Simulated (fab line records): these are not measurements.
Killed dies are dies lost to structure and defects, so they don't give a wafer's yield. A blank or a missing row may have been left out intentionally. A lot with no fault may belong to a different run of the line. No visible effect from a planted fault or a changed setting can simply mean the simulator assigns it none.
Which of the tools did it? | flow sky130 | 39 wafers from 13 lots sampled at 5 of the route's 708 steps

## WHAT THE GAUGES SHOWED, per wafer
SKY_SPACER_THK_MEAS_01.
lot  | measured     | on            | SPACER_CVD_00_THK (nm)
L775 | day 23 15:19 | film_metro-01 | 43.5 43.6 43.5
L778 | day 24 20:59 | film_metro-01 | 43.0 42.8 42.8
L780 | day 25 12:56 | film_metro-03 | 43.1 42.9 43.3
L781 | day 25 18:44 | film_metro-02 | 42.5 42.7 42.5
L782 | day 26 16:20 | film_metro-02 | 43.0 43.0 43.1
L784 | day 27 00:36 | film_metro-02 | 41.8 42.3 41.9
L785 | day 27 07:58 | film_metro-03 | 43.1 43.2 43.0
L786 | day 28 04:50 | film_metro-03 | 43.5 43.6 43.6
L787 | day 28 06:53 | film_metro-02 | 42.7 42.7 42.6
L788 | day 28 08:05 | film_metro-02 | 43.1 42.8 42.9
L795 | day 30 18:49 | film_metro-02 | 43.8 43.4 43.8
L796 | day 31 01:10 | film_metro-03 | 43.1 43.0 43.0
L797 | day 31 05:04 | film_metro-03 | 43.0 43.3 42.8

SKY_SD_N_CD_MEAS_07 targets a cd of 380 nm.
lot  | measured     | on        | cd_nm (nm)
L775 | day 28 11:32 | cd_sem-01 | 380.8 382.2 380.7
L778 | day 29 15:17 | cd_sem-02 | 377.1 379.2 379.5
L780 | day 30 08:20 | cd_sem-02 | 375.6 378.2 378.7
L781 | day 30 11:59 | cd_sem-02 | 379.9 382.4 380.0
L782 | day 31 10:08 | cd_sem-01 | 379.5 378.0 379.7
L784 | day 31 18:03 | cd_sem-02 | 379.5 379.3 380.1
L785 | day 32 02:32 | cd_sem-01 | 383.7 384.1 384.0
L786 | day 32 21:00 | cd_sem-02 | 377.3 376.8 378.7
L787 | day 32 22:54 | cd_sem-02 | 383.0 381.8 382.2
L788 | day 33 00:37 | cd_sem-02 | 377.5 380.2 382.1
L795 | day 35 08:01 | cd_sem-01 | 378.0 378.1 379.1
L796 | day 35 13:34 | cd_sem-01 | 381.2 378.2 380.4
L797 | day 35 17:13 | cd_sem-02 | 382.9 381.9 383.1

SKY_SD_N_TW_MEAS_12.
lot  | measured     | on            | SD_N_TW
L775 | day 28 12:05 | film_metro-04 | 3959 3947 3964
L778 | day 29 15:50 | film_metro-03 | 3996 3995 4004
L780 | day 30 08:53 | film_metro-01 | 3990 3989 3990
L781 | day 30 12:32 | film_metro-03 | 3988 3995 4001
L782 | day 31 10:41 | film_metro-04 | 4015 4028 4026
L784 | day 31 18:35 | film_metro-04 | 4016 4023 4038
L785 | day 32 03:05 | film_metro-04 | 4026 4022 4000
L786 | day 32 21:32 | film_metro-03 | 4010 3999 4041
L787 | day 32 23:26 | film_metro-01 | 3977 3998 3987
L788 | day 33 01:10 | film_metro-01 | 3996 3992 4020
L795 | day 35 08:34 | film_metro-04 | 3981 4019 4018
L796 | day 35 14:06 | film_metro-03 | 4001 4009 3986
L797 | day 35 17:46 | film_metro-01 | 3960 3959 3971

## EACH LOT AND THE TOOL THAT RAN IT (in order: tool; ch and the chambers of the sampled wafers; start)
lot  | SKY_SD_P_COAT_02                  | SKY_SD_P_STRIP_10
L775 | litho_track-01 ch 0, day 25 11:29 | plasma_asher-02 ch 0,1, day 26 02:35
L778 | litho_track-04 ch 0, day 26 16:05 | plasma_asher-02 ch 0,1, day 27 06:31
L780 | litho_track-01 ch 0, day 27 07:50 | plasma_asher-02 ch 0,1, day 27 22:53
L781 | litho_track-01 ch 0, day 27 13:11 | plasma_asher-02 ch 0,1, day 28 03:53
L782 | litho_track-04 ch 0, day 28 10:44 | plasma_asher-03 ch 0,1, day 29 01:40
L784 | litho_track-01 ch 0, day 28 19:32 | plasma_asher-02 ch 0,1, day 29 10:13
L785 | litho_track-04 ch 0, day 29 02:56 | plasma_asher-01 ch 0,1, day 29 18:09
L786 | litho_track-04 ch 0, day 30 00:13 | plasma_asher-01 ch 0,1, day 30 14:24
L787 | litho_track-04 ch 0, day 30 02:05 | plasma_asher-01 ch 0,1, day 30 16:32
L788 | litho_track-01 ch 0, day 30 02:47 | plasma_asher-02 ch 0,1, day 30 17:08
L795 | litho_track-01 ch 0, day 32 13:02 | plasma_asher-02 ch 0, day 33 02:20
L796 | litho_track-04 ch 0, day 32 18:40 | plasma_asher-03 ch 0,1, day 33 08:15
L797 | litho_track-01 ch 0, day 32 22:11 | plasma_asher-03 ch 0,1, day 33 11:35
- SKY_SD_P_COAT_02: resist thk 1140 nm.
- SKY_SD_P_STRIP_10: strips in O2/N2.

## WHAT THE TOOLS THEMSELVES READ (means of the sampled wafers that have a number; where no wafer has one, the mark that the record gives instead)
SKY_SD_P_COAT_02.
lot  | tool           | spin_speed_rpm (rpm)
L775 | litho_track-01 | 3001.0
L778 | litho_track-04 | 2999.2
L780 | litho_track-01 | 2999.7
L781 | litho_track-01 | 2997.7
L782 | litho_track-04 | 3000.4
L784 | litho_track-01 | 3001.0
L785 | litho_track-04 | 2999.5
L786 | litho_track-04 | 2795.6
L787 | litho_track-04 | 2796.0
L788 | litho_track-01 | 3000.2
L795 | litho_track-01 | 2999.4
L796 | litho_track-04 | 2999.5
L797 | litho_track-01 | 2997.6

SKY_SD_P_STRIP_10.
lot  | tool            | drypump_motor_current_A (A) | oes_product_au (a.u.) | strip_time_to_endpoint_s (s)
L775 | plasma_asher-02 | 5.4                         | 0.621                 | 17.51
L778 | plasma_asher-02 | 5.7                         | 0.617                 | 17.55
L780 | plasma_asher-02 | 5.4                         | 0.620                 | 17.49
L781 | plasma_asher-02 | 5.7                         | 0.620                 | 17.45
L782 | plasma_asher-03 | 6.1                         | 0.614                 | 17.50
L784 | plasma_asher-02 | 5.7                         | 0.613                 | 17.45
L785 | plasma_asher-01 | 5.6                         | 0.615                 | 17.51
L786 | plasma_asher-01 | 5.6                         | 0.624                 | 18.04
L787 | plasma_asher-01 | 5.6                         | 0.619                 | 17.97
L788 | plasma_asher-02 | 5.7                         | 0.613                 | 17.48
L795 | plasma_asher-02 | 5.2                         | 0.615                 | 17.38
L796 | plasma_asher-03 | 6.5                         | 0.618                 | 17.50
L797 | plasma_asher-03 | 6.1                         | 0.618                 | 17.46

## THE ANSWER, worked out from the rows above alone
Rule: usual is defined by the lots themselves. Put in order of their means at a reading, lots are off if they are a third of the lots or fewer, leave a main group of 4 or more, and stand apart from it by a gap of 3 or more times the standard deviation of the main group's means; of several such gaps the widest counts. The tables above print the reading to a certain number of digits; a main group whose means all agree to those digits is not used. Also off: a lot with no number at a reading for which 4 or more lots have one. Where the step has rows for the other lots, those lots are counted as sound. After the gauges, taken in route order, come the tools' own readings; for these a lot's mean is taken, as printed above. The first step at which some lot is off is used, and at that step the reading that is off furthest; a lot without a number counts as furthest.
Off, at SKY_SD_P_COAT_02 on spin_speed_rpm: L786, L787. The main group: mean 2999.6 rpm, standard deviation 1.1.
If a tool, at that step or one of the process steps before it, ran each lot that is off and ran no sound lot following the first of them, it fits. None of those tried fits.

## WHAT WAS PUT IN BY THE SIMULATOR
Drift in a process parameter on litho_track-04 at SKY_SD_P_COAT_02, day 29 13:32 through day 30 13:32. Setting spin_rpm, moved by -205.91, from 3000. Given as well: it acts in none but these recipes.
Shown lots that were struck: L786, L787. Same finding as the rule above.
